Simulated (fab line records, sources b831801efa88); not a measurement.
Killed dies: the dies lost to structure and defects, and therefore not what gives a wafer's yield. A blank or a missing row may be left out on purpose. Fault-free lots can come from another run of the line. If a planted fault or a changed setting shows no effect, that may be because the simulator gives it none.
fab line records	flow sfq-line
record lots=14	wafers=42	last-day=81
route steps=325 shown M2@98 I2@116 I3@134
lots that met no fault: taken from a fault-free run of the same line
start-h: hours from the record's opening day to when the first of the lot's shown wafers began	wait-h: how many hours have passed since the lot's step before this one	" the same as in the row above	L1.1+2: several wafers, shown together as one row	- no value, or no start given	* or withheld: withheld	< > ~ a bound
route shown NAME@n: NAME is a module with steps in the file, n the number in the route of the first one	usual: average and standard deviation across the fault-free wafers	same: alike in all rows	chamber/n: place in a boat	sites: readings site by site	_std_site: the standard deviation of these	_edge_site: mean of outer sites minus mean of inner sites	radius-mm: for every site, how far away it sits from the centre of the wafer	mask NAME#n: copy n	behind: the tool/chamber that last shaped the wafer	hold: why the lot was held/for how many hours/how that ended	device: names the non-switching transistor (n, p or np)	end of line: the tests these same wafers got at the end of their route	step lacking rows: just its recipe	killed: the dies lost at the first sort to structure and to defects; this is not the yield of the wafer	map: per-die view of a wafer (x killed, . not killed, _ where there is no die)
set.NAME: setting as actually run; set.NAME@STEP: the setting as run at that earlier step	model.NAME: the simulator's own value behind a step, which no gauge read
route steps across a sampled set of lots; one table per step, one row per wafer
services: from which hour (start-h, from the record's first day; less than 0 if before it) a tool's chamber was out of use, for how many hours, and why
## steps
# step SFQ_M2_OVL_MEAS_916
# usual M2_OVL=-4/7.2
lot.wafer	tool	chamber	start-h	wait-h	M2_OVL[nm]
L525.4	overlay-01	-	565.51	0.1	-8
L525.5	"	-	"	"	-8
L525.6	"	-	"	"	-7
L526.3	overlay-02	-	571.50	0.1	3
L526.4	"	-	"	"	-1
L526.5	"	-	"	"	1
L528.1	overlay-01	-	719.12	0.1	-1
L528.2	"	-	"	"	-1
L528.4	"	-	"	"	2
L529.3	overlay-01	-	726.13	0.1	9
L529.5	"	-	"	"	4
L529.6	"	-	"	"	0
L530.2	overlay-01	-	735.73	0.1	6
L530.5	"	-	"	"	4
L530.6	"	-	"	"	7
L531.1	overlay-01	-	761.93	0.1	4
L531.2	"	-	"	"	7
L531.5	"	-	"	"	-1
L532.1	overlay-01	-	776.33	0.1	-2
L532.3	"	-	"	"	-2
L532.6	"	-	"	"	5
L536.1	overlay-02	-	814.73	0.1	-11
L536.2	"	-	"	"	-2
L536.4	"	-	"	"	0
L537.3	overlay-02	-	820.74	0.1	-6
L537.4	"	-	"	"	1
L537.6	"	-	"	"	-6
L538.2	overlay-01	-	827.93	0.1	-9
L538.5	"	-	"	"	-19
L538.6	"	-	"	"	-9
L542.1	overlay-02	-	856.38	0.1	-9
L542.4	"	-	"	"	-8
L542.5	"	-	"	"	-4
L546.3	overlay-01	-	885.11	0.1	1
L546.4	"	-	"	"	-2
L546.5	"	-	"	"	-4
L547.3	overlay-01	-	955.14	0.1	-20
L547.5	"	-	"	"	-21
L547.6	"	-	"	"	-5
L548.2	overlay-02	-	960.39	0.1	0
L548.3	"	-	"	"	10
L548.6	"	-	"	"	-6
# step SFQ_TRILAYER_M2_BARC_OPEN_METAL_ETCH_077
# recipe mask-material=PR	chemistry=O2	target-depth-nm=125	target=BARC	icp-w=600	bias-w=80	pressure-mtorr=10	time-s=41.7
# usual bias-w=80.02/0.21	drypump-motor-current-A=5.9/0.39	oes-product-au=0.685/0.0046
lot.wafer	tool	chamber	start-h	wait-h	bias-w	drypump-motor-current-A	oes-product-au	rf-hours-counter-h
L525.4	rie-metal-04	1	565.55	0.0	79.83	5.8	0.689	-
L525.5	"	1	"	"	80.17	5.8	0.686	-
L525.6	"	0	"	"	79.95	5.3	0.682	-
L526.3	rie-metal-03	0	571.55	0.0	79.91	5.8	0.681	-
L526.4	"	1	"	"	80.48	6.3	0.690	-
L526.5	"	1	"	"	79.91	6.3	0.683	-
L528.1	rie-metal-04	0	719.16	0.0	79.76	5.3	0.674	28
L528.2	"	1	"	"	80.01	5.8	0.676	93
L528.4	"	1	"	"	80.12	5.8	0.686	-
L529.3	rie-metal-03	1	726.18	0.0	79.81	6.3	0.685	-
L529.5	"	1	"	"	80.10	6.3	0.682	-
L529.6	"	0	"	"	79.87	5.7	0.685	-
L530.2	rie-metal-04	1	735.76	0.0	80.07	5.8	0.684	96
L530.5	"	1	"	"	80.37	5.8	0.690	-
L530.6	"	0	"	"	79.84	5.3	0.688	-
L531.1	rie-metal-02	1	761.96	0.0	80.23	6.2	0.682	78
L531.2	"	0	"	"	79.94	6.4	0.695	161
L531.5	"	1	"	"	79.83	6.2	0.690	-
L532.1	rie-metal-03	1	776.36	0.0	80.33	6.3	0.689	74
L532.3	"	0	"	"	80.30	5.7	0.684	-
L532.6	"	1	"	"	79.76	6.3	0.691	-
L536.1	rie-metal-04	0	814.76	0.0	79.95	5.3	0.693	41
L536.2	"	1	"	"	79.78	5.8	0.677	105
L536.4	"	0	"	"	80.00	5.3	0.681	-
L537.3	rie-metal-04	1	820.78	0.0	80.06	5.8	0.684	-
L537.4	"	0	"	"	80.12	5.2	0.691	-
L537.6	"	1	"	"	80.01	5.8	0.686	-
L538.2	rie-metal-03	0	827.96	0.0	80.11	5.7	0.672	93
L538.5	"	0	"	"	80.32	5.7	0.689	-
L538.6	"	1	"	"	79.93	6.3	0.676	-
L542.1	rie-metal-03	0	856.41	0.0	80.33	5.8	0.677	98
L542.4	"	0	"	"	79.90	5.8	0.678	-
L542.5	"	1	"	"	80.11	6.3	0.682	-
L546.3	rie-metal-02	0	885.15	0.0	80.20	6.4	0.682	-
L546.4	"	1	"	"	80.42	6.2	0.684	-
L546.5	"	0	"	"	79.82	6.4	0.684	-
L547.3	rie-metal-03	1	955.18	0.0	79.75	6.3	0.695	-
L547.5	"	0	"	"	79.81	5.7	0.679	-
L547.6	"	1	"	"	79.77	6.3	0.690	-
L548.2	rie-metal-03	1	960.42	0.0	79.90	6.3	0.682	99
L548.3	"	0	"	"	80.05	5.7	0.681	-
L548.6	"	0	"	"	79.96	5.7	0.684	-
# step SFQ_TRILAYER_I2_VIA_STRIP_STRIP_071
# recipe gas=O2	power-w=200	platen-temp-c=40	overash-fraction=0.65	chemistry=O2	pressure-mtorr=50
# usual drypump-motor-current-A=5.8/0.31	oes-product-au=0.998/0.009
lot.wafer	tool	chamber	start-h	wait-h	drypump-motor-current-A	oes-product-au	rf-hours-counter-h
L525.4	rie-metal-03	1	710.11	-	6.3	0.981	-
L525.5	"	0	"	"	5.7	1.004	-
L525.6	"	1	"	"	6.3	0.981	-
L526.3	rie-metal-03	1	720.89	-	6.3	0.990	-
L526.4	"	0	"	"	5.7	0.990	-
L526.5	"	0	"	"	5.7	1.000	-
L528.1	rie-metal-03	0	730.96	-	5.7	1.000	80
L528.2	"	1	"	"	6.3	0.992	68
L528.4	"	0	"	"	5.7	0.998	-
L529.3	rie-metal-04	1	738.36	-	5.8	1.006	-
L529.5	"	1	"	"	5.8	1.004	-
L529.6	"	0	"	"	5.2	1.011	-
L530.2	rie-metal-03	0	748.92	-	5.8	1.016	83
L530.5	"	1	"	"	6.3	0.999	-
L530.6	"	0	"	"	5.7	1.000	-
L531.1	rie-metal-04	1	769.89	-	5.8	1.004	100
L531.2	"	0	"	"	5.3	1.012	35
L531.5	"	0	"	"	5.3	1.006	-
L532.1	rie-metal-01	1	784.16	-	5.8	0.998	98
L532.3	"	0	"	"	5.7	1.007	-
L532.6	"	0	"	"	5.7	0.996	-
L536.1	rie-metal-01	0	823.93	-	5.7	0.993	113
L536.2	"	1	"	"	5.8	0.995	102
L536.4	"	1	"	"	5.8	0.994	-
L537.3	rie-metal-04	1	830.13	-	5.8	1.006	-
L537.4	"	0	"	"	5.2	0.999	-
L537.6	"	0	"	"	5.3	1.003	-
L538.2	rie-metal-04	0	844.36	-	5.2	0.997	45
L538.5	"	1	"	"	5.9	1.001	-
L538.6	"	0	"	"	5.2	0.988	-
L542.1	rie-metal-04	0	871.09	-	5.3	0.992	50
L542.4	"	0	"	"	5.3	0.996	-
L542.5	"	1	"	"	5.8	1.002	-
L546.3	rie-metal-01	1	1037.26	-	5.8	0.992	-
L546.4	"	1	"	"	5.8	0.989	-
L546.5	"	1	"	"	5.8	0.985	-
L547.3	rie-metal-03	0	1096.81	-	5.7	1.007	-
L547.5	"	0	"	"	5.7	1.005	-
L547.6	"	1	"	"	6.3	0.987	-
L548.2	rie-metal-03	0	1101.41	-	5.7	1.008	135
L548.3	"	0	"	"	5.7	1.000	-
L548.6	"	0	"	"	5.8	1.006	-
# step SFQ_TRILAYER_I3_CMP_CMP_082
# recipe material=SiO2	down-force-psi=3	platen-rpm=60	pad-velocity-m-s=0.94248
# usual edge-zone-pressure-frac=1.000/0.005	head-pressure-psi=3.000/0.0069	motor-current-A=10.1/1	platen-rpm=60.00/0.04	time-to-endpoint-s=217/7.5
lot.wafer	tool	chamber	start-h	wait-h	edge-zone-pressure-frac	head-pressure-psi	motor-current-A	platen-rpm	time-to-endpoint-s
L525.4	cmp-02	0	868.67	6.2	1.000	2.997	10.5	60.06	212
L525.5	"	3	870.17	7.7	1.001	2.994	7.7	60.02	223
L525.6	"	0	"	"	1.002	3.006	10.7	60.05	213
L526.3	cmp-01	0	878.39	7.8	0.990	2.998	10.4	60.03	215
L526.4	"	2	879.39	8.7	1.003	3.009	10.5	60.03	206
L526.5	"	0	880.39	9.7	0.995	3.003	10.7	60.07	223
L528.4	cmp-02	1	888.32	12.9	1.001	3.006	10.9	59.98	221
L528.1	"	2	"	"	1.001	3.001	10.2	60.00	224
L528.2	"	3	"	"	0.994	2.991	7.8	60.00	213
L529.3	cmp-01	2	893.89	12.2	1.000	2.992	10.6	59.97	211
L529.5	"	1	895.39	13.7	1.005	2.996	9.3	60.02	216
L529.6	"	2	"	"	1.005	3.012	11.5	59.90	214
L530.2	cmp-01	2	908.39	12.8	0.998	3.004	10.9	60.04	212
L530.5	"	2	910.39	14.7	0.997	3.000	10.3	60.03	225
L530.6	"	3	"	"	0.997	2.998	10.4	59.98	225
L531.1	cmp-02	3	928.82	15.1	1.005	2.994	7.8	59.98	218
L531.2	"	1	929.82	16.1	1.000	3.000	11.0	59.96	212
L531.5	"	0	931.32	17.6	1.002	2.985	10.4	60.04	216
L532.3	cmp-01	0	942.83	12.7	0.993	2.999	9.9	59.99	231
L532.1	"	3	944.33	14.2	1.006	2.996	10.7	60.05	225
L532.6	"	0	"	"	0.992	2.994	9.8	60.01	238
L536.2	cmp-01	1	967.33	8.5	1.003	2.996	9.9	60.01	216
L536.4	"	2	"	"	1.000	3.575	11.9	59.98	180
L536.1	"	3	"	"	0.990	3.008	10.8	60.12	224
L537.4	cmp-02	1	971.56	7.9	1.005	2.996	11.2	60.00	218
L537.3	"	2	"	"	1.002	2.993	9.6	60.01	214
L537.6	"	1	973.56	9.9	1.005	2.992	10.8	60.05	212
L538.2	cmp-01	2	982.83	7.2	0.989	3.582	12.1	60.00	179
L538.5	"	0	983.83	8.1	1.002	3.003	10.1	60.04	229
L538.6	"	1	"	"	0.997	3.002	9.7	60.00	220
L542.4	cmp-02	1	1016.22	2.6	0.999	3.000	10.2	59.93	215
L542.1	"	2	"	"	1.007	2.995	9.7	60.06	212
L542.5	"	1	1018.22	4.6	1.001	3.001	11.4	60.00	214
L546.3	cmp-02	3	1165.83	13.6	1.004	3.002	7.4	59.96	210
L546.4	"	0	"	"	1.002	3.011	11.4	59.98	216
L546.5	"	0	1168.33	16.0	0.998	3.022	10.9	60.00	215
L547.3	cmp-01	2	1202.38	7.8	0.998	3.010	10.6	59.98	209
L547.5	"	3	"	"	0.997	3.002	10.3	60.04	218
L547.6	"	0	"	"	0.989	3.001	10.2	59.97	228
L548.2	cmp-02	1	1209.31	11.2	1.003	3.004	10.3	60.01	209
L548.3	"	2	"	"	0.994	3.009	10.0	60.01	216
L548.6	"	0	1210.81	12.6	1.003	3.014	11.2	60.01	203
## services
tool	chamber	start-h	hours	kind
cmp-02	-	553.15	1.4	repair
cmp-02	-	576.12	4.0	pm
cmp-02	-	607.46	3.4	repair
cmp-02	-	615.62	0.4	repair
cmp-02	-	681.93	0.4	repair
cmp-02	-	700.57	0.3	repair
cmp-01	-	737.28	3.8	pm
rie-metal-04	1	745.85	2.1	repair
cmp-01	-	747.13	4.0	pm
cmp-01	-	747.65	1.2	repair
cmp-02	-	766.31	1.0	repair
cmp-01	-	771.12	1.6	repair
cmp-02	-	782.20	10.3	repair
cmp-02	-	802.83	2.3	pm
rie-metal-03	1	877.37	4.7	repair
rie-metal-04	-	892.08	14.6	pm
cmp-01	-	917.30	1.5	repair
cmp-02	-	918.82	4.0	pm
rie-metal-03	-	921.95	14.6	pm
cmp-02	-	934.41	0.2	repair
cmp-02	-	949.82	4.9	pm
cmp-02	-	958.93	3.1	repair
cmp-02	-	977.72	2.6	repair
rie-metal-04	0	1063.51	11.8	repair
## key
first-sign step=SFQ_TRILAYER_I3_CMP_CMP_082	reading=head-pressure-psi	direction=up	sigmas=84	usual=3.000	struck=3.579
effect step=SFQ_TRILAYER_I3_CMP_CMP_082	reading=time-to-endpoint-s	direction=down	sigmas=5	usual=*	struck=*
met-at SFQ_TRILAYER_I3_CMP_CMP_082
struck-lots L536,L538
struck-wafers L536.4,L538.2
not-acting-at SFQ_M2_OVL_MEAS_916,SFQ_TRILAYER_M2_BARC_OPEN_METAL_ETCH_077,SFQ_TRILAYER_I2_VIA_STRIP_STRIP_071
onset-between 908.39 967.33
fault kind=process-parameter-drift	tool=cmp-01	chamber=2	onset-h=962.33	steps=SFQ_TRILAYER_I3_CMP_CMP_082	channel=down-force-psi	offset=0.57733	shape=step	end-h=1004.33	acts-in=these-recipes-only	stated=3
